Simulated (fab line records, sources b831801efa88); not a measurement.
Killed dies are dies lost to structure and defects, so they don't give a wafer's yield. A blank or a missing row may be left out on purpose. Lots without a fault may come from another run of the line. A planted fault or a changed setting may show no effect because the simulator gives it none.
One fault seen from 2 desks | flow gf180mcu | each desk has only its own numbers; what lay behind them comes last

THE TOOL OWNER'S DESK: cvd_w-02
The tool's own readings at GF_CONTACT_CVD_24 (deposits W, target thk 300 nm, time 90.339 s): means of the sampled wafers that have a number, for each lot that ran on this tool. A lot is out of limits, marked OUT, if its mean lies more than 4 standard deviations from the usual mean; the brackets give that distance.
Columns: A = heater_power_w at GF_CONTACT_CVD_24, usual 810 W
lot  | first seen here | A
L940 | day 16 11:26    | 771
L943 | day 17 00:22    | 772
L942 | day 17 03:34    | 842
L945 | day 18 00:22    | 839
L955 | day 21 22:31    | 859
L954 | day 21 23:34    | 844
L959 | day 23 10:19    | 928
L960 | day 23 16:11    | 848
L962 | day 24 03:34    | 779
This desk's finding: nothing out of limits on any of the 9 lots.

THE METROLOGY DESK
What the gauges read, lot by lot, whatever tool the lot ran on: means of the sampled wafers that have a number. A lot is out of limits, marked OUT, if its mean lies more than 4 standard deviations from the usual mean; the brackets give that distance.
Columns: A = SALICIDE_TIN_THK at GF_SALICIDE_THK_MEAS_05, usual 20.60 nm; B = CONTACT_OVL at GF_CONTACT_OVL_MEAS_15, usual -1 nm; C = CONTACT_W_RS at GF_CONTACT_RS_MEAS_25, usual 0.382 ohm/sq; D = CONTACT_W_THK at GF_CONTACT_THK_MEAS_26, usual 301 nm
lot  | first seen here | A     | B   | C                | D
L940 | day 15 11:43    | 20.38 | -1  | 0.380            | 305
L941 | day 15 15:47    | 20.45 | -10 | 0.385            | 294
L943 | day 16 00:00    | 20.65 | -9  | 0.383            | 303
L942 | day 16 03:05    | 20.44 | -0  | 0.352 (-6.9) OUT | 326 (+5.1) OUT
L945 | day 16 23:09    | 20.68 | -4  | 0.349 (-7.4) OUT | 336 (+7.0) OUT
L955 | day 20 21:26    | 21.31 | 3   | 0.383            | 301
L954 | day 20 23:02    | 20.31 | 2   | 0.380            | 305
L959 | day 22 09:22    | 20.42 | 9   | 0.377            | 307
L961 | day 22 13:14    | 20.84 | -2  | 0.388            | 300
L960 | day 22 16:43    | 20.39 | 6   | 0.378            | 300
L962 | day 23 04:16    | 20.63 | -2  | 0.389            | 293
L963 | day 23 12:50    | 20.52 | -0  | 0.382            | 300
This desk's finding: out of limits on L942, L945; first on L942, day 17 03:41 (CONTACT_W_RS at GF_CONTACT_RS_MEAS_25). In limits: L940, L941, L943, L955, L954, L959, L961, L960, L962, L963.

PUT TOGETHER
The metrology desk could have raised an alarm at day 17 03:41, on L942, L945.
The tool owner's desk saw nothing out of limits.
The tool owner's desk has L942, L945 on record, within its limits.
Of the lots named, all ran GF_CONTACT_CVD_24 on cvd_w-02.

WHAT THE SIMULATOR HAD PUT IN
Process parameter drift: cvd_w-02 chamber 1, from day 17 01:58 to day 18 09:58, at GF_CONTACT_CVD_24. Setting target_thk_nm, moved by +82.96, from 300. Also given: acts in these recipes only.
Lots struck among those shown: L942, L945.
Hours from the fault's start to each desk's first reading out of limits: the metrology desk, 2.
